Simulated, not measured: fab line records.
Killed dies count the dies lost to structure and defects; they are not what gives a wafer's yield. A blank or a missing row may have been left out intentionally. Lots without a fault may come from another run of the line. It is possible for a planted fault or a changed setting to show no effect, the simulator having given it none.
A struck lot beside a sound one	flow sky130	16 out of 708 route steps
Sound: these wafers, L497.4, L497.5, L497.6. Struck: wafer L503.1. (L503.2, L503.3 of the same lot were not struck and are left out.) The cause comes at the end.
At each step with rows: each side's tool, then ch and its chambers, then its first start. Under that, the readings that differ: sound wafers	struck wafers	difference of the means	sigmas: that difference in standard deviations of wafers without a fault.
alike: words and numbers the same on both sides, and readings whose means are apart by under 2 such deviations; not compared: readings that were withheld, readings missing a value for some wafer, numbers with overlapping values and no deviation given by the record, and bounds like >300 which may hide the same value.
Wherever a step has rows on one side only, a row that says differs or no value, or a row with sigmas, the two part there. Non-overlapping numbers with no deviation appear without sigmas and do not part them. Lack of a reading on every wafer of one side parts them only where that side has two or more wafers.

first, 8 steps without rows for these wafers: SKY_POLY_GATE_DEHYDRATE_05 (time 60 s); SKY_POLY_GATE_HMDS_06 (prime time 60 s); SKY_POLY_GATE_COAT_07 (resist thk 110 nm); SKY_POLY_GATE_COAT_08 (resist thk 450 nm); SKY_POLY_GATE_SOFTBAKE_09 (time 90 s); SKY_POLY_GATE_EXPOSE_10 (exposes mask P1M, target cd 150 nm); SKY_POLY_GATE_PEB_11; SKY_POLY_GATE_DEVELOP_12 (develop time 60 s).
SKY_POLY_GATE_CD_MEAS_13 targets a cd of 150 nm.
  sound: cdSem-02 at day 18 17:29; struck: cdSem-02 at day 21 01:16
  alike: cdNm
SKY_POLY_GATE_OVL_MEAS_14:
  sound: overlay-02 at day 18 17:34; struck: overlay-01 at day 21 01:23
  alike: POLY_GATE_OVL
SKY_POLY_GATE_ETCH_15: etches BARC in N2/H2, stops on SiO2, time 118.5 s, target depth 110 nm.
  sound on rieDiel-03 ch 1,2,3, day 18 17:34; struck on rieDiel-04 ch 3, day 21 01:25
  alike: drypumpMotorCurrentA, oesProductAu, runLengthS, throttleValvePct
  not compared: rfHoursCounterH
SKY_POLY_GATE_ETCH_16: etches Si3N4 in CH3F/O2, stops on poly-Si, time 147.5 s, target depth 75 nm.
  sound on rieDiel-03 ch 1,2,3, day 18 17:40; struck on rieDiel-04 ch 3, day 21 01:31
  alike: O2_flow_sccm, drypumpMotorCurrentA, oesProductAu, runLengthS, throttleValvePct
  not compared: rfHoursCounterH
SKY_POLY_GATE_ETCH_17: etches poly-Si in HBr/Cl2, stops on SiO2, target depth 180 nm, time 70.5 s.
  sound on rieSi-02 ch 0,2,3, day 18 17:45; struck on rieSi-02 ch 1, day 21 01:36
reading	sound	struck	difference	sigmas
oesProductAu (a.u.)	0.979 0.995 0.989	0.846	-0.142	-20
runLengthS (s)	99.0 98.8 98.8	115.2	+16.3	+43
model.KrF-thick_of_POLY_GATE_COAT_08.thkNm (nm)	144 144.1 140.6	121.7	-21.2	
model.SiO2_of_SONOS_ONO_CVD_04.thkNm (nm)	4.472 4.422 4.367	3.528	-0.892	
  alike: drypumpMotorCurrentA, throttleValvePct
  not compared: rfHoursCounterH
SKY_POLY_GATE_STRIP_18: strips in O2/N2.
  sound on plasmaAsher-01 ch 0,1, day 18 17:50; struck on plasmaAsher-01 ch 0, day 21 01:40
reading	sound	struck	difference	sigmas
rfHoursCounterH (h)	- - -	83	no value on the sound wafers	
stripTimeToEndpointS (s)	3.220 3.209 3.168	2.967	-0.232	-9
  alike: drypumpMotorCurrentA, oesProductAu
then, 1 step without rows for these wafers: SKY_POLY_GATE_CLEAN_19 (cleans in SC1/SC2, time 150 s).
-- here the record skips 28 days between the struck wafers' starts before and after, leaving off in module POLY_GATE and picking up in module PAD_OPEN (first step shown: number 708 of the route) --
SKY_PAD_OPEN_PROBE_99:
  sound: prober-01 at day 48 01:02; struck: prober-01 at day 49 12:50
reading	sound	struck	difference	sigmas
killed_at_M0_to_M3	58 37 54	35	-15	-2
killed_at_M4_up	6 6 4	2	-3	-2
killedAtFrontEnd	25 18 20	12	-9	-2
killedDies	104 92 98	69	-29	-3
killedOpen	62 49 54	34	-21	-3
model.etest.tipSonos.rsOhmSq	2614 2584 2600	2377	-222	
model.etest.tipN.rsOhmSq	442.4 444.8 444.5	434.7	-9.2	
model.etest.resPdiffHv.rsOhmSq	191 190 191.5	185.4	-5.4	
  alike: killedAtContacts, killedAtOther, killedShort

## WHERE THEY PART
First at SKY_POLY_GATE_ETCH_17; last, within this record, at SKY_PAD_OPEN_PROBE_99.

WHY: what the simulator had put in
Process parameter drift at SKY_POLY_GATE_ETCH_17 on rieSi-02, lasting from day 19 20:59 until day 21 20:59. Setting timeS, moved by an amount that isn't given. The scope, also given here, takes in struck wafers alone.
